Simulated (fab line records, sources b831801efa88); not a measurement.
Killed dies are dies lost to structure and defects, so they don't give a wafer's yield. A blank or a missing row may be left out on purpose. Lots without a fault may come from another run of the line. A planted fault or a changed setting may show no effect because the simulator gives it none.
Which tool did it? | flow sfq_line | 14 lots, 42 wafers sampled, at 2 steps of a route of 325

WHAT THE GAUGES READ, wafer by wafer
The record holds no reading of a measuring or inspecting step that can be judged against a usual standard deviation.

WHICH TOOL RAN EACH LOT (tool, then ch and the chambers of the sampled wafers, then the start)
lot  | SFQ_TRILAYER_A5C_DEP_PECVD_142  | SFQ_TRILAYER_C5_ETCH_VIA_ETCH_154
L965 | pecvd-01 ch 0,1, day 50 04:29   | rie_diel-01 ch 0,1,2, day 55 00:41
L966 | pecvd-02 ch 0,1, day 50 16:29   | rie_diel-02 ch 1,2,3, day 55 12:41
L967 | pecvd-04 ch 1,2, day 51 02:11   | rie_diel-02 ch 0,2,3, day 55 22:17
L968 | pecvd-02 ch 0,1,2, day 51 09:23 | rie_diel-03 ch 0,1,3, day 56 05:29
L971 | pecvd-04 ch 0,1,2, day 53 08:10 | rie_diel-02 ch 0,1,3, day 57 14:38
L972 | pecvd-04 ch 0,1, day 53 21:11   | rie_diel-01 ch 0,1,3, day 58 11:26
L973 | pecvd-04 ch 1,2, day 54 05:14   | rie_diel-01 ch 0,1,3, day 58 18:38
L974 | pecvd-01 ch 0,1, day 54 15:56   | rie_diel-03 ch 0,1,3, day 59 01:50
L976 | pecvd-02 ch 1,2, day 55 05:10   | rie_diel-03 ch 1,2, day 59 13:38
L977 | pecvd-01 ch 0,2, day 55 09:56   | rie_diel-03 ch 2,3, day 59 18:26
L982 | pecvd-02 ch 0,1,2, day 56 15:48 | rie_diel-03 ch 1,2,3, day 60 23:14
L984 | pecvd-04 ch 0,2, day 57 09:29   | rie_diel-02 ch 0,1, day 61 15:35
L985 | pecvd-01 ch 0,2, day 57 14:17   | rie_diel-02 ch 0,1,3, day 61 20:23
L987 | pecvd-04 ch 0,1, day 57 20:17   | rie_diel-01 ch 0,1, day 62 03:35
- SFQ_TRILAYER_A5C_DEP_PECVD_142: deposits SiO2 from SiH4/N2O, time 15.556 s, target thk 70 nm.
- SFQ_TRILAYER_C5_ETCH_VIA_ETCH_154: etches SiO2 in CHF3, stops on Nb, target depth 84 nm.

WHAT THE TOOLS THEMSELVES READ (means of the sampled wafers that have a number; where no wafer has one, the mark that the record gives instead)
SFQ_TRILAYER_A5C_DEP_PECVD_142. Usual: heater_power_w 78 W, standard deviation 14; rf_fwd_power_W 180.1 W, standard deviation 0.75; susceptor_temp_C 149.99 C, standard deviation 0.14; throttle_valve_pct 25.2 %, standard deviation 1.4.
lot  | tool     | heater_power_w (W) | rf_fwd_power_W (W) | susceptor_temp_C (C) | throttle_valve_pct (%) | flag
L965 | pecvd-01 | 74                 | 180.0              | 149.96               | 26.9                   |
L966 | pecvd-02 | 56                 | 180.3              | 149.93               | 24.9                   |
L967 | pecvd-04 | 77                 | 180.5              | 150.00               | 23.8                   |
L968 | pecvd-02 | 63                 | 179.8              | 149.92               | 25.2                   |
L971 | pecvd-04 | 89                 | 180.3              | 150.00               | 24.7                   |
L972 | pecvd-04 | 76                 | 179.9              | 150.15               | 24.9                   |
L973 | pecvd-04 | 83                 | 180.4              | 149.96               | 24.0                   |
L974 | pecvd-01 | 78                 | 179.7              | 149.82               | 26.8                   |
L976 | pecvd-02 | 64                 | 180.1              | 150.03               | 26.0                   |
L977 | pecvd-01 | 70                 | 179.9              | 149.90               | 27.0                   |
L982 | pecvd-02 | 59                 | 180.3              | 150.11               | 25.3                   |
L984 | pecvd-04 | 86                 | 179.6              | 149.84               | 25.9                   |
L985 | pecvd-01 | 87                 | 180.0              | 150.14               | 22.8                   |
L987 | pecvd-04 | 71                 | 180.1              | 149.96               | 24.3                   |

SFQ_TRILAYER_C5_ETCH_VIA_ETCH_154. Usual: drypump_motor_current_A 5.9 A, standard deviation 0.54; oes_product_au 0.897 a.u., standard deviation 0.0095; rf_fwd_power_W 494.5 W, standard deviation 1.8.
lot  | tool        | drypump_motor_current_A (A) | oes_product_au (a.u.) | rf_fwd_power_W (W) | flag
L965 | rie_diel-01 | 5.7                         | 0.899                 | 494.8              |
L966 | rie_diel-02 | 6.0                         | 0.884                 | 495.6              |
L967 | rie_diel-02 | 6.1                         | 0.901                 | 495.3              |
L968 | rie_diel-03 | 5.9                         | 0.888                 | 493.7              |
L971 | rie_diel-02 | 6.0                         | 0.905                 | 494.8              |
L972 | rie_diel-01 | 5.6                         | 0.904                 | 495.3              |
L973 | rie_diel-01 | 5.6                         | 0.890                 | 495.2              |
L974 | rie_diel-03 | 5.8                         | 0.897                 | 493.3              |
L976 | rie_diel-03 | 6.3                         | 0.902                 | 491.5              |
L977 | rie_diel-03 | 5.8                         | 0.901                 | 495.2              |
L982 | rie_diel-03 | 5.8                         | 0.895                 | 493.1              |
L984 | rie_diel-02 | 5.6                         | 0.932                 | 493.2              | OFF
L985 | rie_diel-02 | 5.9                         | 0.895                 | 493.8              |
L987 | rie_diel-01 | 5.3                         | 0.933                 | 495.2              | OFF

THE ANSWER, worked out from the rows above alone
Rule: a lot is off if the mean of its wafers that have a number lies more than 3 standard deviations from the usual mean. A lot without any number at a reading at which 4 lots or more have one is off too. The other lots that the step has rows for count as sound. The gauges are gone through in route order, then the tools' own readings, and for those a lot's mean is taken as printed above. The first step at which some lot is off is used, and at that step the reading that is off furthest; a lot without a number counts as furthest.
Off: L984, L987, at SFQ_TRILAYER_C5_ETCH_VIA_ETCH_154 (oes_product_au).
A tool fits if, at that step or a process step before it, it ran every lot that is off, and no sound lot after the first of them. One fits: pecvd-04 at SFQ_TRILAYER_A5C_DEP_PECVD_142. Its last sound lot is L973 (day 54 05:14), its first lot that is off L984 (day 57 09:29): a fault that began between those two fits.

WHAT THE SIMULATOR HAD PUT IN
Process parameter drift: pecvd-04, from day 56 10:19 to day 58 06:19, at SFQ_TRILAYER_A5C_DEP_PECVD_142. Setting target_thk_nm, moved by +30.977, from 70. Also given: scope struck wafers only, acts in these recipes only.
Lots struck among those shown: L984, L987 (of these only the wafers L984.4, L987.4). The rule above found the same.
